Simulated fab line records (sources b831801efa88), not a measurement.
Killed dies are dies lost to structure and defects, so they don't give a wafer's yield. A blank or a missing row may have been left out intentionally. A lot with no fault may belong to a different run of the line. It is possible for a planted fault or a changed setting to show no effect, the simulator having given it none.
The tool behind it: which one? :: flow gf180mcu :: 12 lots, 36 wafers sampled, at 4 steps of a route of 602

== WHAT THE GAUGES READ, wafer by wafer ==
GF_HV_LDD_CD_MEAS_31 targets a cd of 400 nm.
lot: L688
measured: day 11 21:34
on: cdSem-01
cdNm (nm): 399.0 399.5 401.6

lot: L694
measured: day 13 18:07
on: cdSem-01
cdNm (nm): 399.3 399.7 401.5

lot: L695
measured: day 14 03:53
on: cdSem-02
cdNm (nm): 396.1 393.9 394.8

lot: L696
measured: day 14 10:41
on: cdSem-01
cdNm (nm): 395.7 398.1 395.1

lot: L697
measured: day 14 23:34
on: cdSem-01
cdNm (nm): 399.9 404.0 401.6

lot: L698
measured: day 15 09:27
on: cdSem-01
cdNm (nm): - - -

lot: L704
measured: day 17 02:30
on: cdSem-02
cdNm (nm): 401.5 401.6 401.7

lot: L705
measured: day 17 11:10
on: cdSem-01
cdNm (nm): 404.5 402.6 402.3

lot: L706
measured: day 17 16:47
on: cdSem-02
cdNm (nm): 398.1 394.4 397.2

lot: L708
measured: day 18 05:40
on: cdSem-01
cdNm (nm): 399.6 399.6 400.3

lot: L709
measured: day 18 13:53
on: cdSem-01
cdNm (nm): 401.7 401.7 401.9

lot: L710
measured: day 19 00:25
on: cdSem-01
cdNm (nm): 398.8 399.8 399.3

GF_HV_LDD_TW_MEAS_38.
lot: L688
measured: day 11 22:24
on: filmMetro-02
HV_LDD_3_TW: 1443 1446 1446

lot: L694
measured: day 13 18:58
on: filmMetro-04
HV_LDD_3_TW: 1424 1410 1417

lot: L695
measured: day 14 04:43
on: filmMetro-04
HV_LDD_3_TW: 1422 1420 1417

lot: L696
measured: day 14 11:31
on: filmMetro-03
HV_LDD_3_TW: 1426 1423 1426

lot: L697
measured: day 15 00:25
on: filmMetro-03
HV_LDD_3_TW: 1432 1434 1429

lot: L698
measured: day 15 10:18
on: filmMetro-02
HV_LDD_3_TW: 30 30 30 30 30 30

lot: L704
measured: day 17 03:21
on: filmMetro-03
HV_LDD_3_TW: 1419 1423 1415

lot: L705
measured: day 17 12:01
on: filmMetro-04
HV_LDD_3_TW: 1423 1425 1415

lot: L706
measured: day 17 17:38
on: filmMetro-02
HV_LDD_3_TW: 1445 1443 1450

lot: L708
measured: day 18 06:31
on: filmMetro-03
HV_LDD_3_TW: 1430 1430 1425

lot: L709
measured: day 18 14:44
on: filmMetro-04
HV_LDD_3_TW: 1420 1432 1439

lot: L710
measured: day 19 01:14
on: filmMetro-02
HV_LDD_3_TW: 1436 1443 1432

GF_CONTACT_CD_MEAS_14 targets a cd of 220 nm.
lot: L688
measured: day 16 10:28
on: cdSem-01
cdNm (nm): 218.0 218.0 219.4

lot: L694
measured: day 18 15:11
on: cdSem-02
cdNm (nm): 219.8 219.6 219.6

lot: L695
measured: day 19 02:56
on: cdSem-01
cdNm (nm): 221.3 219.5 220.6

lot: L696
measured: day 19 09:29
on: cdSem-01
cdNm (nm): 219.6 219.0 220.4

lot: L697
measured: day 20 00:58
on: cdSem-02
cdNm (nm): 221.5 220.5 221.9

lot: L704
measured: day 22 07:53
on: cdSem-02
cdNm (nm): 220.4 221.4 221.0

lot: L705
measured: day 22 16:53
on: cdSem-01
cdNm (nm): 218.8 219.9 217.3

lot: L706
measured: day 22 21:53
on: cdSem-02
cdNm (nm): 218.3 220.7 218.5

lot: L708
measured: day 23 11:47
on: cdSem-02
cdNm (nm): 219.5 221.5 220.4

lot: L709
measured: day 23 19:26
on: cdSem-01
cdNm (nm): 218.4 218.4 217.8

lot: L710
measured: day 24 04:00
on: cdSem-02
cdNm (nm): 217.5 218.8 220.5

== WHAT TOOL EACH LOT RAN ON (gives the tool, then ch and the chambers of the sampled wafers, and finally the start) ==
lot: L688
GF_HV_LDD_EXPOSE_28: ilineStepper-02 ch 0, day 11 12:20

lot: L694
GF_HV_LDD_EXPOSE_28: ilineStepper-01 ch 0, day 13 07:36

lot: L695
GF_HV_LDD_EXPOSE_28: ilineStepper-02 ch 0, day 13 18:00

lot: L696
GF_HV_LDD_EXPOSE_28: ilineStepper-02 ch 0, day 14 00:40

lot: L697
GF_HV_LDD_EXPOSE_28: ilineStepper-01 ch 0, day 14 13:35

lot: L698
GF_HV_LDD_EXPOSE_28: ilineStepper-02 ch 0, day 14 22:53

lot: L704
GF_HV_LDD_EXPOSE_28: ilineStepper-02 ch 0, day 16 15:11

lot: L705
GF_HV_LDD_EXPOSE_28: ilineStepper-01 ch 0, day 17 00:01

lot: L706
GF_HV_LDD_EXPOSE_28: ilineStepper-01 ch 0, day 17 05:43

lot: L708
GF_HV_LDD_EXPOSE_28: ilineStepper-01 ch 0, day 17 18:16

lot: L709
GF_HV_LDD_EXPOSE_28: ilineStepper-02 ch 0, day 18 02:40

lot: L710
GF_HV_LDD_EXPOSE_28: ilineStepper-02 ch 0, day 18 12:21
- GF_HV_LDD_EXPOSE_28: exposes mask Nplus HV AREA, target cd 400 nm.

== WHAT THE TOOLS THEMSELVES READ (means of the sampled wafers that have a number; where no wafer has one, the mark that the record gives instead) ==
The record holds no such reading with a usual standard deviation.

== THE ANSWER, worked out from the rows above alone ==
Rule: the usual values come from the lots themselves. The widest of any qualifying gaps counts: lots, ordered by their means at a reading, are off when they make up no more than a third of the lots, leave a main group of 4 or more, and stand apart from it by 3 or more times the standard deviation of that group's means. Not used: any main group whose means are identical at the precision the tables above print for the reading. Also off: a lot with no number at a reading for which 4 or more lots have one. Where the step has rows for the other lots, those lots are counted as sound. The gauges are gone through in route order, then the tools' own readings, and for those a lot's mean is taken as printed above. At the first step where some lot is off, the reading lying furthest off is the one used; lots without a number count as furthest.
Off, at GF_HV_LDD_CD_MEAS_31 on cdNm: L698. Without a number there: L698. Mean 399.6 nm and standard deviation 2.5 in the main group.
If a tool, at a process step before that reading, ran all the lots that are off and no sound lot after the first of them, it fits. The gauges at GF_HV_LDD_CD_MEAS_31 aren't tried: what is off there is off at GF_HV_LDD_TW_MEAS_38 too, on other tools, and a gauge's error can't cause that. No candidate that was tried fits.

== WHAT THE SIMULATOR PUT IN ==
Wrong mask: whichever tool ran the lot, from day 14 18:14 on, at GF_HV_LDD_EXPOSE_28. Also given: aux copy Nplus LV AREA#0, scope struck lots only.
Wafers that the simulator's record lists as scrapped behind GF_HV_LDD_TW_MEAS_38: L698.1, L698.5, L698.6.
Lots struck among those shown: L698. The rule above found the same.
